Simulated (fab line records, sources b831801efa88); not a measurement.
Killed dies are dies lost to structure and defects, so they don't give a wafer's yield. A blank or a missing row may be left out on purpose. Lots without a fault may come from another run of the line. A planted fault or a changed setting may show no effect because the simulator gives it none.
fab line records | flow sky130
record lots=13 wafers=39 last_day=50
route steps=708 shown NWELL@78 VT_ADJUST_HVTP@95 SPACER@305 SD_P@331 LI_CONTACT@382
lots that met no fault: from a run of the same line without faults
start_h: hours from the record's first day to the start of the lot's first wafer shown | wait_h: hours since the lot's step before | " the same as in the row above | L1.1+2: a row that stands for several wafers | - no value, or no start given | * or withheld: withheld | < > ~ a bound
route shown NAME@n: a module of which the file shows steps, and the number in the route of the first | usual: mean/standard deviation of fault-free wafers | same: alike in all rows | chamber/n: place in a boat | sites: the reading at each site | _std_site: their standard deviation | _edge_site: outer sites' mean less inner sites' | radius_mm: how far each site lies from the wafer's centre | mask NAME#n: copy n | behind: the tool/chamber that last shaped the wafer | hold: why the lot was held/for how many hours/how that ended | device: the transistor (n, p or np) that didn't switch | end of line: the same wafers' tests at the end of the route | a step without rows: its recipe alone | killed: dies lost to structure and defects at the first sort, not the wafer's yield | map: a wafer's dies, x killed, . not, _ none there
set.NAME: the setting as run; set.NAME@STEP: as run at that earlier step | model.NAME: the simulator's own value behind a step, which no gauge read
steps of the route over a sample of lots; a table a step, a row a wafer
services: from which hour (start_h, from the record's first day; less than 0 if before it) a tool's chamber was out of use, for how many hours, and why
## steps
# step SKY_NWELL_STRIP_25
# recipe chemistry=O2/N2 power_w=1400 pressure_mtorr=1500 platen_temp_c=withheld o2_flow_sccm=3000 n2_flow_sccm=300 overash_fraction=0.5
# usual drypump_motor_current_A=6.0/0.45 oes_product_au=0.723/0.0041 strip_time_to_endpoint_s=36.94/0.088
# columns lot.wafer tool chamber start_h wait_h drypump_motor_current_A oes_product_au rf_hours_counter_h strip_time_to_endpoint_s
L876.1 plasma_asher-03 1 108.58 0.1 5.8 0.724 42 36.96
L876.3 " 0 " " 5.8 0.726 - 37.01
L876.5 " 1 " " 5.7 0.717 - 36.91
L877.2 plasma_asher-04 1 115.28 0.1 5.3 0.716 30 36.95
L877.4 " 0 " " 6.0 0.715 - 36.83
L877.6 " 1 " " 5.3 0.725 - 36.97
L880.4 plasma_asher-03 0 128.73 0.1 5.8 0.720 - 37.08
L880.5 " 1 " " 5.7 0.717 - 36.98
L880.6 " 0 " " 5.8 0.721 - 37.00
L881.1 plasma_asher-04 0 136.24 0.1 6.0 0.723 32 36.98
L881.4 " 1 " " 5.3 0.726 - 36.93
L881.5 " 0 " " 6.0 0.720 - 37.02
L882.1 plasma_asher-01 0 139.44 0.1 6.1 0.724 47 37.02
L882.2 " 1 " " 6.7 0.718 47 36.85
L882.3 " 1 " " 6.7 0.725 - 36.89
L883.2 plasma_asher-01 1 147.09 0.1 6.7 0.715 48 36.99
L883.4 " 1 " " 6.6 0.725 - 37.05
L883.6 " 0 " " 6.1 0.728 - 36.94
L884.2 plasma_asher-01 1 151.64 0.1 6.7 0.727 49 37.01
L884.3 " 0 " " 6.1 0.722 - 36.99
L884.4 " 1 " " 6.7 0.722 - 36.78
L885.1 plasma_asher-04 1 159.24 0.1 5.3 0.716 34 36.88
L885.2 " 0 " " 6.0 0.720 34 36.93
L885.5 " 1 " " 5.3 0.716 - 36.96
L886.2 plasma_asher-04 0 166.73 0.1 6.0 0.730 35 36.88
L886.5 " 0 " " 6.0 0.723 - 36.82
L886.6 " 1 " " 5.3 0.722 - 36.85
L891.1 plasma_asher-03 0 196.14 0.1 5.8 0.959 7 -
L891.2 " 1 " " 5.7 0.953 7 -
L891.4 " 0 " " 5.8 0.964 - -
L897.1 plasma_asher-01 1 231.39 0.1 6.7 0.732 57 37.02
L897.3 " 1 " " 6.7 0.716 - 37.03
L897.5 " 0 " " 6.1 0.723 - 37.00
L898.2 plasma_asher-01 1 237.03 0.1 6.7 0.720 57 36.92
L898.3 " 1 " " 6.7 0.721 - 36.97
L898.5 " 1 " " 6.7 0.722 - 36.92
L899.1 plasma_asher-01 0 244.54 0.1 6.1 0.722 58 36.88
L899.2 " 1 " " 6.7 0.719 58 37.02
L899.3 " 0 " " 6.1 0.722 - 36.85
# step SKY_VT_ADJUST_HVTP_STRIP_10
# recipe chemistry=O2/N2 power_w=1400 pressure_mtorr=1500 platen_temp_c=withheld o2_flow_sccm=3000 n2_flow_sccm=300 overash_fraction=0.5
# usual drypump_motor_current_A=5.9/0.4 oes_product_au=0.715/0.0045 strip_time_to_endpoint_s=14.19/0.049
# columns lot.wafer tool chamber start_h wait_h drypump_motor_current_A oes_product_au rf_hours_counter_h strip_time_to_endpoint_s
L876.1 plasma_asher-01 0 127.90 0.1 6.1 0.715 46 14.23
L876.3 " 0 " " 6.1 0.711 - 14.26
L876.5 " 1 " " 6.7 0.714 - 14.26
L877.2 plasma_asher-04 0 134.51 0.1 6.0 0.718 32 14.12
L877.4 " 0 " " 6.0 0.721 - 14.14
L877.6 " 0 " " 6.0 0.716 - 14.18
L880.4 plasma_asher-04 0 149.44 0.1 6.0 0.713 - 14.17
L880.5 " 1 " " 5.3 0.715 - 14.21
L880.6 " 0 " " 6.0 0.716 - 14.17
L881.1 plasma_asher-04 1 157.07 0.1 5.3 0.715 34 14.22
L881.4 " 1 " " 5.3 0.719 - 14.18
L881.5 " 1 " " 5.3 0.712 - 14.20
L882.1 plasma_asher-02 0 160.51 0.1 5.8 0.714 46 14.19
L882.2 " 1 " " 6.0 0.710 46 14.13
L882.3 " 0 " " 5.8 0.712 - 14.18
L883.2 plasma_asher-02 1 168.07 0.1 6.1 0.712 47 14.14
L883.4 " 0 " " 5.8 0.718 - 14.19
L883.6 " 1 " " 6.1 0.712 - 14.18
L884.2 plasma_asher-02 1 172.41 0.1 6.1 0.715 47 14.20
L884.3 " 0 " " 5.8 0.720 - 14.15
L884.4 " 1 " " 6.1 0.713 - 14.16
L885.1 plasma_asher-02 0 180.17 0.1 5.8 0.706 48 14.27
L885.2 " 1 " " 6.1 0.716 48 14.25
L885.5 " 0 " " 5.8 0.720 - 14.23
L886.2 plasma_asher-04 1 187.97 0.1 5.3 0.711 37 14.16
L886.5 " 0 " " 6.0 0.712 - 14.17
L886.6 " 1 " " 5.3 0.713 - 14.14
L891.1 plasma_asher-01 0 219.71 0.1 6.2 0.716 55 25.95
L891.2 " 1 " " 6.7 0.719 55 26.00
L891.4 " 0 " " 6.2 0.724 - 26.01
L897.1 plasma_asher-02 0 255.86 0.1 5.8 0.718 55 14.14
L897.3 " 0 " " 5.8 0.720 - 14.10
L897.5 " 0 " " 5.8 0.717 - 14.14
L898.2 plasma_asher-01 1 262.77 0.1 6.7 0.718 60 14.16
L898.3 " 1 " " 6.7 0.722 - 14.17
L898.5 " 0 " " 6.1 0.711 - 14.17
L899.1 plasma_asher-04 1 269.97 0.1 5.3 0.722 44 14.26
L899.2 " 0 " " 6.0 0.717 44 14.23
L899.3 " 0 " " 6.0 0.714 - 14.24
# step SKY_VT_ADJUST_HVTP_TW_MEAS_11
# usual VT_ADJUST_HVTP_TW=1357/13
# columns lot.wafer tool chamber start_h wait_h VT_ADJUST_HVTP_TW
L876.1 film_metro-04 - 128.00 0.1 1371
L876.3 " - " " 1362
L876.5 " - " " 1373
L877.2 film_metro-04 - 134.62 0.1 1368
L877.4 " - " " 1374
L877.6 " - " " 1372
L880.4 film_metro-01 - 149.54 0.1 1343
L880.5 " - " " 1334
L880.6 " - " " 1335
L881.1 film_metro-01 - 157.17 0.1 1344
L881.4 " - " " 1337
L881.5 " - " " 1344
L882.1 film_metro-04 - 160.61 0.1 1366
L882.2 " - " " 1365
L882.3 " - " " 1366
L883.2 film_metro-04 - 168.18 0.1 1371
L883.4 " - " " 1359
L883.6 " - " " 1363
L884.2 film_metro-03 - 172.52 0.1 1365
L884.3 " - " " 1359
L884.4 " - " " 1366
L885.1 film_metro-01 - 180.27 0.1 1352
L885.2 " - " " 1346
L885.5 " - " " 1340
L886.2 film_metro-03 - 188.08 0.1 1367
L886.5 " - " " 1363
L886.6 " - " " 1364
L891.1 film_metro-04 - 219.81 0.1 31
L891.2 " - " " 30
L891.4 " - " " 30
L897.1 film_metro-01 - 255.96 0.1 1337
L897.3 " - " " 1330
L897.5 " - " " 1327
L898.2 film_metro-04 - 262.88 0.1 1370
L898.3 " - " " 1367
L898.5 " - " " 1371
L899.1 film_metro-01 - 270.07 0.1 1350
L899.2 " - " " 1344
L899.3 " - " " 1344
# step SKY_SPACER_THK_MEAS_01
# recipe reads=Si3N4_of_SPACER_CVD_00
# usual SPACER_CVD_00_THK=43.0/0.49
# columns lot.wafer tool chamber start_h wait_h SPACER_CVD_00_THK[nm]
L876.1 film_metro-01 - 535.12 0.0 43.0
L876.3 " - " " 43.1
L876.5 " - " " 42.9
L877.2 film_metro-04 - 544.09 0.0 43.7
L877.4 " - " " 43.3
L877.6 " - " " 43.7
L880.4 film_metro-01 - 565.18 0.0 42.9
L880.5 " - " " 43.2
L880.6 " - " " 43.0
L881.1 film_metro-04 - 577.05 0.0 42.4
L881.4 " - " " 42.5
L881.5 " - " " 42.5
L882.1 film_metro-02 - 578.85 0.0 43.6
L882.2 " - " " 43.4
L882.3 " - " " 43.8
L883.2 film_metro-04 - 592.09 0.0 42.9
L883.4 " - " " 43.0
L883.6 " - " " 43.1
L884.2 film_metro-01 - 594.65 0.0 43.4
L884.3 " - " " 43.9
L884.4 " - " " 43.6
L885.1 film_metro-04 - 606.80 0.0 43.0
L885.2 " - " " 43.5
L885.5 " - " " 43.1
L886.2 film_metro-02 - 623.72 0.0 43.4
L886.5 " - " " 43.4
L886.6 " - " " 43.1
L891.1 film_metro-04 - 657.71 0.0 42.8
L891.2 " - " " 43.2
L891.4 " - " " 42.9
L897.1 film_metro-04 - 697.41 0.0 42.8
L897.3 " - " " 42.6
L897.5 " - " " 42.8
L898.2 film_metro-02 - 711.11 0.0 42.2
L898.3 " - " " 42.6
L898.5 " - " " 42.1
L899.1 film_metro-02 - 718.10 0.0 42.8
L899.2 " - " " 42.6
L899.3 " - " " 42.8
# step SKY_SD_P_TW_MEAS_11
# usual SD_P_TW=2833/22
# columns lot.wafer tool chamber start_h wait_h SD_P_TW
L876.1 film_metro-04 - 595.66 0.1 2860
L876.3 " - " " 2868
L876.5 " - " " 2863
L877.2 film_metro-03 - 604.47 0.1 2839
L877.4 " - " " 2830
L877.6 " - " " 2838
L880.4 film_metro-04 - 625.59 0.1 2856
L880.5 " - " " 2833
L880.6 " - " " 2844
L881.1 film_metro-03 - 635.46 0.1 2830
L881.4 " - " " 2830
L881.5 " - " " 2824
L882.1 film_metro-03 - 636.54 0.1 2812
L882.2 " - " " 2814
L882.3 " - " " 2814
L883.2 film_metro-04 - 650.67 0.1 2863
L883.4 " - " " 2842
L883.6 " - " " 2846
L884.2 film_metro-01 - 653.27 0.1 2808
L884.3 " - " " 2803
L884.4 " - " " 2806
L885.1 film_metro-01 - 665.26 0.1 2812
L885.2 " - " " 2811
L885.5 " - " " 2802
L886.2 film_metro-03 - 681.87 0.1 2822
L886.5 " - " " 2817
L886.6 " - " " 2829
L891.1 film_metro-04 - 714.72 0.1 2856
L891.2 " - " " 2859
L891.4 " - " " 2852
L897.1 film_metro-04 - 753.26 0.1 2840
L897.3 " - " " 2856
L897.5 " - " " 2844
L898.2 film_metro-04 - 764.28 0.1 2850
L898.3 " - " " 2843
L898.5 " - " " 2860
L899.1 film_metro-01 - 771.36 0.1 2828
L899.2 " - " " 2809
L899.3 " - " " 2806
# step SKY_LI_CONTACT_SPUTTER_20
# recipe material=TiN target_thk_nm=20 chamber_pressure_pa=5 power_w=4000 time_s=80
# usual throttle_valve_pct=30.4/0.96
# columns lot.wafer tool chamber start_h wait_h throttle_valve_pct
L876.1 pvd_sputter-02 - 684.51 0.0 29.2
L876.3 " - " " 29.8
L876.5 " - " " 29.8
L877.2 pvd_sputter-03 - 692.36 0.0 30.7
L877.4 " - " " 30.5
L877.6 " - " " 30.9
L880.4 pvd_sputter-04 - 713.33 0.0 30.9
L880.5 " - " " 30.8
L880.6 " - " " 29.1
L882.1 pvd_sputter-02 - 722.77 0.0 29.4
L882.2 " - " " 29.3
L882.3 " - " " 29.3
L881.1 pvd_sputter-04 - 722.85 0.0 30.8
L881.4 " - " " 30.7
L881.5 " - " " 30.6
L883.2 pvd_sputter-04 - 737.27 0.0 30.3
L883.4 " - " " 30.9
L883.6 " - " " 28.9
L884.2 pvd_sputter-03 - 740.62 0.0 31.5
L884.3 " - " " 32.0
L884.4 " - " " 30.8
L885.1 pvd_sputter-04 - 749.88 0.0 31.2
L885.2 " - " " 29.4
L885.5 " - " " 30.8
L886.2 pvd_sputter-03 - 764.40 0.0 31.7
L886.5 " - " " 30.4
L886.6 " - " " 30.8
L891.1 pvd_sputter-02 - 795.75 0.0 29.1
L891.2 " - " " 28.9
L891.4 " - " " 29.5
L897.1 pvd_sputter-03 - 834.18 0.0 30.6
L897.3 " - " " 31.6
L897.5 " - " " 31.6
L898.2 pvd_sputter-02 - 845.28 0.0 29.3
L898.3 " - " " 29.0
L898.5 " - " " 30.0
L899.1 pvd_sputter-02 - 853.85 0.0 29.0
L899.2 " - " " 29.7
L899.3 " - " " 29.6
## services
# columns tool chamber start_h hours kind
pvd_sputter-03 - 87.39 3.6 repair
pvd_sputter-03 - 203.76 5.4 repair
pvd_sputter-04 - 208.66 2.3 repair
pvd_sputter-02 - 221.49 6.0 repair
plasma_asher-04 - 245.35 5.1 repair
plasma_asher-01 - 319.19 1.6 repair
pvd_sputter-02 - 334.82 6.1 repair
plasma_asher-04 - 411.28 1.2 repair
plasma_asher-02 - 421.25 9.0 pm
plasma_asher-01 - 434.14 1.2 repair
pvd_sputter-02 - 468.10 3.9 repair
plasma_asher-04 - 496.65 56.4 repair
plasma_asher-02 - 504.65 0.3 repair
plasma_asher-02 - 517.86 25.1 repair
pvd_sputter-02 - 553.51 4.1 repair
plasma_asher-04 - 629.48 9.2 pm
plasma_asher-04 - 659.49 3.7 repair
pvd_sputter-02 - 693.41 0.6 repair
pvd_sputter-02 - 706.61 0.7 repair
plasma_asher-01 - 733.75 9.0 pm
plasma_asher-01 - 742.75 2.8 pm
pvd_sputter-02 - 763.99 2.8 repair
plasma_asher-02 - 813.28 2.8 pm
plasma_asher-01 - 827.90 4.4 repair
## key
first_sign step=SKY_NWELL_STRIP_25 reading=oes_product_au direction=up sigmas=57 usual=0.723 struck=0.959
effect step=SKY_VT_ADJUST_HVTP_STRIP_10 reading=strip_time_to_endpoint_s direction=up sigmas=99+ usual=* struck=*
effect step=SKY_VT_ADJUST_HVTP_TW_MEAS_11 reading=VT_ADJUST_HVTP_TW direction=down sigmas=99+ usual=1357 struck=30
met_at SKY_NWELL_STRIP_25
struck_lots L891
sort_left_out L891.1,L891.2,L891.4
tester_left_out L891
not_acting_at SKY_SPACER_THK_MEAS_01,SKY_SD_P_TW_MEAS_11,SKY_LI_CONTACT_SPUTTER_20
onset_between 128.73 196.14
fault kind=strip_aborted tool=plasma_asher-03 chamber=- onset_h=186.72 steps=SKY_NWELL_STRIP_25 offset=0.54353 end_h=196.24
# tester_left_out: of these lots the tester's yield and bins aren't shown, on N5 and GAA mostly nor the transistor test; their killed dies are dies lost to structure and defects alone, not to doping, threshold or leakage, so they don't give the yield
# sort_left_out: the simulated sort isn't trusted on such a fault, so these wafers' sort isn't shown, and their yield isn't known
